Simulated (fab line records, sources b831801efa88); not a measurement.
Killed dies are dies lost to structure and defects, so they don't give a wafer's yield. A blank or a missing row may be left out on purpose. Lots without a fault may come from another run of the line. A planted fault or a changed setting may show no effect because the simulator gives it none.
fab line records | flow sfq_line
record lots=14 wafers=40 last_day=83
route steps=325 shown I1@74
lots that met no fault: from a run of the same line without faults
start_h: hours from the record's first day to the start of the lot's first wafer shown | wait_h: hours since the lot's step before | " the same as in the row above | L1.1+2: a row that stands for several wafers | - no value, or no start given | * or withheld: withheld | < > ~ a bound
route shown NAME@n: a module of which the file shows steps, and the number in the route of the first | usual: mean/standard deviation of fault-free wafers | same: alike in all rows | chamber/n: place in a boat | sites: the reading at each site | _std_site: their standard deviation | _edge_site: outer sites' mean less inner sites' | radius_mm: how far each site lies from the wafer's centre | mask NAME#n: copy n | behind: the tool/chamber that last shaped the wafer | hold: why the lot was held/for how many hours/how that ended | device: the transistor (n, p or np) that didn't switch | end of line: the same wafers' tests at the end of the route | a step without rows: its recipe alone | killed: dies lost to structure and defects at the first sort, not the wafer's yield | map: a wafer's dies, x killed, . not, _ none there
set.NAME: the setting as run; set.NAME@STEP: as run at that earlier step | model.NAME: the simulator's own value behind a step, which no gauge read
steps of the route over a sample of lots; a table a step, a row a wafer
services: from which hour (start_h, from the record's first day; less than 0 if before it) a tool's chamber was out of use, for how many hours, and why
## steps
# step SFQ_TRILAYER_I1_CMP_CMP_046
# recipe material=SiO2 down_force_psi=3 platen_rpm=60 pad_velocity_m_s=0.94248
# usual motor_current_A=9.4/0.84 retaining_ring_pressure_frac=1.001/0.005 time_to_endpoint_s=213/8.6
# columns lot.wafer tool chamber start_h wait_h motor_current_A retaining_ring_pressure_frac time_to_endpoint_s
L670.1 cmp-02 3 506.94 0.6 9.4 1.000 214
L670.4 " 1 507.94 1.5 9.7 0.996 220
L670.6 " 2 " " 8.7 1.007 223
L671.1 cmp-02 0 547.25 2.4 8.6 1.000 206
L671.6 " 3 548.75 3.8 9.3 0.995 203
L671.5 " 0 " " 8.8 0.999 212
L672.2 cmp-02 3 556.25 1.1 9.4 1.006 208
L672.3 " 0 " " 8.8 1.002 223
L672.6 " 3 558.25 3.0 9.7 0.998 209
L673.3 cmp-02 0 574.38 1.0 8.9 0.997 203
L673.5 " 2 575.38 2.0 8.4 1.005 214
L673.6 " 3 " " 9.6 0.992 203
L675.1 cmp-01 0 590.63 0.5 9.8 1.009 209
L675.2 " 1 " " 8.9 0.997 218
L675.6 " 3 592.13 2.0 10.9 1.013 224
L676.1 cmp-01 1 607.23 1.5 8.9 0.999 211
L676.6 " 2 " " 9.7 1.009 216
L676.5 " 3 " " 11.1 1.004 228
L678.2 cmp-01 0 620.63 0.5 9.3 1.003 204
L678.5 " 3 622.13 2.0 10.9 0.998 220
L678.6 " 0 " " 9.5 1.001 215
L679.1 cmp-01 1 629.15 0.5 8.8 1.004 210
L679.2 " 3 630.15 1.5 10.7 1.007 221
L679.6 " 0 " " 9.6 1.001 207
L684.3 cmp-01 1 682.45 1.0 8.9 1.008 238
L684.6 " 3 683.45 2.0 10.8 1.002 223
L685.3 cmp-01 2 689.33 0.5 9.6 0.999 209
L685.1 " 0 690.33 1.5 9.7 1.003 212
L689.4 cmp-02 2 756.24 0.0 8.5 0.999 214
L689.1 " 3 " " 10.1 0.999 200
L689.6 " 3 758.74 2.5 9.7 1.009 207
L690.3 cmp-02 2 762.74 1.8 8.1 1.000 212
L690.1 " 0 763.74 2.8 8.8 1.002 206
L690.5 " 2 764.74 3.7 8.3 1.009 223
L691.4 cmp-01 0 774.02 3.4 9.6 0.993 220
L691.3 " 1 " " 8.3 1.000 207
L691.5 " 2 " " 9.8 1.005 209
L693.3 cmp-02 2 792.74 11.3 8.6 0.996 222
L693.1 " 0 793.74 12.3 8.6 0.995 217
L693.5 " 2 794.74 13.3 8.0 1.004 223
# step SFQ_I1_BOW_MEAS_912
# recipe mode=bow
# usual I1_BOW=2/8.3
# columns lot.wafer tool chamber start_h wait_h I1_BOW[um]
L670.1 film_metro-04 - 509.44 2.0 9
L670.4 " - " " 3
L670.6 " - " " 3
L671.1 film_metro-01 - 549.75 2.0 16
L671.5 " - " " 20
L671.6 " - " " 9
L672.2 film_metro-01 - 558.77 2.0 -10
L672.3 " - " " -9
L672.6 " - " " -23
L673.3 film_metro-01 - 576.42 1.5 -4
L673.5 " - " " -4
L673.6 " - " " -7
L675.1 film_metro-01 - 593.13 2.0 7
L675.2 " - " " 4
L675.6 " - " " 5
L676.1 film_metro-01 - 608.73 1.0 4
L676.5 " - " " -5
L676.6 " - " " -4
L678.2 film_metro-02 - 623.15 2.0 14
L678.5 " - " " 5
L678.6 " - " " 11
L679.1 film_metro-04 - 631.65 2.0 -3
L679.2 " - " " -4
L679.6 " - " " -7
L684.3 film_metro-01 - 684.49 1.5 17
L684.6 " - " " -2
L684.3 film_metro-01 - 685.81 1.3 -
L684.6 " - " " -
L685.1 film_metro-02 - 691.83 1.0 8
L685.3 " - " " 12
L685.1 film_metro-02 - 693.15 1.3 -
L685.3 " - " " -
L689.1 film_metro-02 - 759.24 2.0 7
L689.4 " - " " 11
L689.6 " - " " -2
L690.1 film_metro-02 - 765.24 1.0 -8
L690.3 " - " " -1
L690.5 " - " " -2
L691.3 film_metro-04 - 776.06 1.0 -20
L691.4 " - " " -7
L691.5 " - " " -4
L693.1 film_metro-01 - 795.24 1.0 5
L693.3 " - " " 6
L693.5 " - " " 2
# step SFQ_TRILAYER_I1_METRO_MEASURE_047
# usual thk_nm=199.7/1.2
# columns lot.wafer tool chamber start_h wait_h thk_nm
L670.1 film_metro-04 - 509.56 0.1 198.5
L670.4 " - " " 200.6
L670.6 " - " " 200.4
L671.1 film_metro-01 - 549.87 0.1 200.2
L671.5 " - " " 200.4
L671.6 " - " " 196.7
L672.2 film_metro-01 - 559.07 0.3 199.6
L672.3 " - " " 200.8
L672.6 " - " " 197.9
L673.3 film_metro-01 - 576.90 0.5 199.8
L673.5 " - " " 199.4
L673.6 " - " " 197.8
L675.1 film_metro-01 - 593.25 0.1 200.0
L675.2 " - " " 198.7
L675.6 " - " " 200.0
L676.1 film_metro-01 - 608.85 0.1 199.8
L676.5 " - " " 202.0
L676.6 " - " " 199.7
L678.2 film_metro-02 - 623.45 0.3 200.1
L678.5 " - " " 202.5
L678.6 " - " " 200.9
L679.1 film_metro-04 - 631.77 0.1 200.0
L679.2 " - " " 201.6
L679.6 " - " " 200.3
L684.3 film_metro-01 - 689.17 3.3 184.6
L684.6 " - " " 200.2
L684.3 film_metro-01 - 690.54 1.2 184.6
L684.6 " - " " 200.1
L685.1 film_metro-02 - 696.72 3.6 198.0
L685.3 " - " " 183.7
L685.1 film_metro-02 - 698.09 1.2 198.1
L685.3 " - " " 183.7
L689.1 film_metro-02 - 759.36 0.1 198.3
L689.4 " - " " 198.8
L689.6 " - " " 197.6
L690.1 film_metro-02 - 765.36 0.1 200.9
L690.3 " - " " 200.0
L690.5 " - " " 199.2
L691.3 film_metro-04 - 776.54 0.5 199.8
L691.4 " - " " 199.9
L691.5 " - " " 199.7
L693.1 film_metro-01 - 795.36 0.1 201.7
L693.3 " - " " 200.2
L693.5 " - " " 200.0
# step SFQ_TRILAYER_I1_VIA_ETCH_VIA_ETCH_052
# recipe target=SiO2 stop_on=Nb mask_material=PR taper_deg=20 chemistry=CHF3 target_depth_nm=260 source_w=500 bias_w=80 pressure_mtorr=30 time_s=withheld
# usual drypump_motor_current_A=5.6/0.4 oes_product_au=0.854/0.0055
# columns lot.wafer tool chamber start_h wait_h drypump_motor_current_A oes_product_au
L670.1 rie_diel-02 0 513.09 0.0 5.7 0.858
L670.4 " 1 " " 5.1 0.855
L670.6 " 2 " " 5.0 0.862
L671.1 rie_diel-02 2 563.23 0.0 5.0 0.844
L671.5 " 3 " " 5.9 0.854
L671.6 " 2 " " 5.0 0.840
L672.2 rie_diel-02 1 565.63 0.0 5.1 0.854
L672.3 " 3 " " 6.0 0.860
L672.6 " 2 " " 5.1 0.844
L673.3 rie_diel-02 3 580.03 0.0 6.1 0.851
L673.5 " 2 " " 5.0 0.860
L673.6 " 1 " " 5.1 0.846
L675.1 rie_diel-01 3 596.78 0.0 5.9 0.857
L675.2 " 0 " " 6.0 0.854
L675.6 " 3 " " 5.9 0.853
L676.1 rie_diel-02 2 613.04 0.0 5.0 0.851
L676.5 " 2 " " 5.0 0.853
L676.6 " 1 " " 5.1 0.856
L678.2 rie_diel-04 0 628.59 0.0 5.1 0.853
L678.5 " 3 " " 5.6 0.862
L678.6 " 0 " " 5.1 0.856
L679.1 rie_diel-04 1 636.50 0.0 6.0 0.850
L679.2 " 3 " " 5.6 0.852
L679.6 " 0 " " 5.2 0.865
L684.3 rie_diel-04 2 699.71 0.0 6.1 0.814
L684.6 " 2 " " 6.1 0.855
L685.1 rie_diel-02 2 713.88 0.0 5.0 0.851
L685.3 " 0 " " 5.7 0.821
L689.1 rie_diel-02 2 794.38 0.0 5.0 0.841
L689.4 " 2 " " 5.1 0.843
L689.6 " 0 " " 5.7 0.853
L690.1 rie_diel-01 3 795.58 0.0 5.9 0.855
L690.3 " 0 " " 6.0 0.855
L690.5 " 0 " " 6.0 0.843
L691.3 rie_diel-04 1 796.78 0.0 6.0 0.857
L691.4 " 3 " " 5.6 0.851
L691.5 " 3 " " 5.6 0.849
L693.1 rie_diel-01 0 799.18 0.0 6.0 0.858
L693.3 " 1 " " 5.4 0.856
L693.5 " 3 " " 6.0 0.865
## services
# columns tool chamber start_h hours kind
cmp-02 - 521.63 2.2 repair
rie_diel-02 - 529.20 4.3 pm
rie_diel-02 - 533.53 2.8 pm
film_metro-01 - 554.07 0.9 pm
cmp-01 - 575.00 4.0 pm
film_metro-02 - 579.46 2.2 pm
cmp-02 - 605.83 1.8 repair
film_metro-01 - 606.54 0.6 pm
cmp-01 - 634.65 4.9 pm
cmp-01 - 645.17 0.4 repair
rie_diel-02 3 646.29 1.5 repair
cmp-02 - 650.33 12.2 pm
rie_diel-02 1 687.82 18.4 repair
cmp-02 - 689.28 3.2 repair
rie_diel-02 - 699.24 14.6 pm
film_metro-01 - 702.08 0.3 pm
cmp-01 - 711.40 2.3 repair
film_metro-01 - 715.64 0.8 repair
cmp-02 - 716.46 4.9 pm
rie_diel-02 2 724.10 4.6 repair
cmp-02 - 747.06 4.0 pm
film_metro-01 - 755.35 7.9 pm
cmp-01 - 784.48 4.4 repair
film_metro-01 - 799.20 1.4 pm
## key
first_sign step=SFQ_I1_BOW_MEAS_912 reading=visit direction=added
effect step=SFQ_TRILAYER_I1_METRO_MEASURE_047 reading=visit direction=added
effect step=SFQ_TRILAYER_I1_METRO_MEASURE_047 reading=thk_nm direction=down sigmas=12 usual=199.7 struck=184.1
effect step=SFQ_TRILAYER_I1_VIA_ETCH_VIA_ETCH_052 reading=oes_product_au direction=down sigmas=6.6 usual=0.854 struck=0.817
met_at SFQ_TRILAYER_I1_CMP_CMP_046
struck_lots L684,L685
struck_wafers L684.3,L685.3
onset_between 629.15 682.45
fault kind=process_parameter_drift tool=cmp-01 chamber=- onset_h=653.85 steps=SFQ_TRILAYER_I1_CMP_CMP_046 channel=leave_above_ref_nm offset=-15 shape=step end_h=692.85 scope=struck_wafers_only acts_in=these_recipes_only stated=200
